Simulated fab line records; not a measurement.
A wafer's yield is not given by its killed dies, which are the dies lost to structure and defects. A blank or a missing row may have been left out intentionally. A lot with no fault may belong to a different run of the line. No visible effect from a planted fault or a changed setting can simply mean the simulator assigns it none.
What tool caused it? | flow sky130 | 12 lots, 36 wafers sampled, at 3 steps of a route of 708

== WHAT THE GAUGES SHOWED, per wafer ==
SKY_VIA3_THK_MEAS_01.
lot  | measured     | on           | VIA3_HDPCVD_THK (nm)
L903 | day 39 15:58 | filmMetro-03 | 1609 1620 1610
L904 | day 39 22:29 | filmMetro-02 | 1635 1634 1647
L905 | day 40 08:13 | filmMetro-02 | 1636 1659 1649
L907 | day 40 14:46 | filmMetro-02 | 1618 1618 1622
L908 | day 41 00:43 | filmMetro-01 | 1654 1652 1653
L909 | day 41 08:28 | filmMetro-02 | 1628 1640 1626
L911 | day 41 12:52 | filmMetro-02 | 1620 1621 1602
L912 | day 41 22:20 | filmMetro-03 | 1164 1160 1598
L913 | day 42 08:29 | filmMetro-01 | 1631 1656 1204
L915 | day 42 19:49 | filmMetro-03 | 1639 1197 1637
L922 | day 44 21:48 | filmMetro-03 | 1626 1645 1631
L923 | day 45 01:40 | filmMetro-02 | 1629 1622 1623

== WHAT TOOL EACH LOT RAN ON (gives the tool, then ch and the chambers of the sampled wafers, and finally the start) ==
lot  | SKY_METAL3_METAL_ETCH_18         | SKY_VIA3_HDPCVD_00
L903 | rieMetal-01 ch 1, day 39 15:02   | hdpcvd-01 ch 1,2, day 39 15:49
L904 | rieMetal-02 ch 0, day 39 21:14   | hdpcvd-02 ch 0,1,2, day 39 22:22
L905 | rieMetal-01 ch 0,1, day 40 07:17 | hdpcvd-02 ch 0,1, day 40 08:03
L907 | rieMetal-02 ch 0,1, day 40 13:47 | hdpcvd-02 ch 0,1, day 40 14:37
L908 | rieMetal-04 ch 0,1, day 40 23:47 | hdpcvd-02 ch 1,2, day 41 00:33
L909 | rieMetal-04 ch 0,1, day 41 07:34 | hdpcvd-01 ch 0,2, day 41 08:16
L911 | rieMetal-01 ch 0, day 41 11:56   | hdpcvd-01 ch 0,2, day 41 12:42
L912 | rieMetal-04 ch 0,1, day 41 21:26 | hdpcvd-01 ch 0,1, day 41 22:08
L913 | rieMetal-04 ch 0,1, day 42 07:33 | hdpcvd-01 ch 0,1,2, day 42 08:19
L915 | rieMetal-04 ch 0, day 42 18:50   | hdpcvd-01 ch 0,2, day 42 19:39
L922 | rieMetal-04 ch 0,1, day 44 20:44 | hdpcvd-02 ch 0,1, day 44 21:38
L923 | rieMetal-04 ch 0,1, day 45 00:46 | hdpcvd-02 ch 0,1, day 45 01:29
- SKY_METAL3_METAL_ETCH_18: etches the open film in Cl2/BCl3, stops on SiO2, target depth 845 nm, time 183.1 s.
- SKY_VIA3_HDPCVD_00: deposits SiO2, target thk 1635 nm, time 272.5 s.

== AS READ BY THE TOOLS THEMSELVES (means over the sampled wafers that have a number; for cases with no such wafer, the mark the record gives instead) ==
SKY_METAL3_METAL_ETCH_18.
lot  | tool        | drypumpMotorCurrentA (A) | oesProductAu (a.u.) | throttleValvePct (%)
L903 | rieMetal-01 | 5.3                      | 0.868               | 22.275
L904 | rieMetal-02 | 5.1                      | 0.859               | 22.267
L905 | rieMetal-01 | 5.5                      | 0.873               | 22.255
L907 | rieMetal-02 | 5.2                      | 0.863               | 22.262
L908 | rieMetal-04 | 5.4                      | 0.866               | 22.262
L909 | rieMetal-04 | 5.4                      | 0.857               | 22.258
L911 | rieMetal-01 | 5.8                      | 0.862               | 22.262
L912 | rieMetal-04 | 5.4                      | 0.869               | 22.263
L913 | rieMetal-04 | 5.2                      | 0.860               | 22.275
L915 | rieMetal-04 | 4.8                      | 0.864               | 22.266
L922 | rieMetal-04 | 5.2                      | 0.866               | 22.258
L923 | rieMetal-04 | 5.4                      | 0.872               | 22.266

SKY_VIA3_HDPCVD_00.
lot  | tool      | runLengthS (s)
L903 | hdpcvd-01 | 301.0
L904 | hdpcvd-02 | 300.5
L905 | hdpcvd-02 | 300.0
L907 | hdpcvd-02 | 300.2
L908 | hdpcvd-02 | 301.0
L909 | hdpcvd-01 | 300.8
L911 | hdpcvd-01 | 300.7
L912 | hdpcvd-01 | 251.8
L913 | hdpcvd-01 | 276.1
L915 | hdpcvd-01 | 277.0
L922 | hdpcvd-02 | 300.2
L923 | hdpcvd-02 | 300.0

== THE ANSWER, worked out from the rows above alone ==
Rule: the lots themselves supply what counts as usual. The widest of any qualifying gaps counts: lots, ordered by their means at a reading, are off when they make up no more than a third of the lots, leave a main group of 4 or more, and stand apart from it by 3 or more times the standard deviation of that group's means. The tables above print the reading to a certain number of digits; a main group whose means all agree to those digits is not used. A lot without any number at a reading at which 4 lots or more have one is off too. The other lots that the step has rows for count as sound. The gauges are gone through in route order, then the tools' own readings, and for those a lot's mean is taken as printed above. At the first step where some lot is off, the reading lying furthest off is the one used; lots without a number count as furthest.
Off: at SKY_VIA3_THK_MEAS_01 (VIA3_HDPCVD_THK), L912, L913, L915. The main group: mean 1631 nm, standard deviation 13.
A tool fits if, at a process step before that reading, it ran every lot that is off, and no sound lot after the first of them. Not tried: the gauges at SKY_VIA3_THK_MEAS_01; whatever is off there is also off at SKY_VIA3_HDPCVD_00, on other tools, and gauge error can't account for it. One fits: hdpcvd-01 at SKY_VIA3_HDPCVD_00. Its last sound lot is L911 (day 41 12:42), its first lot that is off L912 (day 41 22:08): a fault that began between those two fits.
The tool's own readings at SKY_VIA3_HDPCVD_00 bear it out: on the lots that are off they differ by more than 5 times the standard deviation of the sound lots' means. runLengthS reads 268.3 s there against 300.5 s on the sound lots.

== WHAT THE SIMULATOR PUT IN ==
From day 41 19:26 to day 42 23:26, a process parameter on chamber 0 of hdpcvd-01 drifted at SKY_VIA3_HDPCVD_00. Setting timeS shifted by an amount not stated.
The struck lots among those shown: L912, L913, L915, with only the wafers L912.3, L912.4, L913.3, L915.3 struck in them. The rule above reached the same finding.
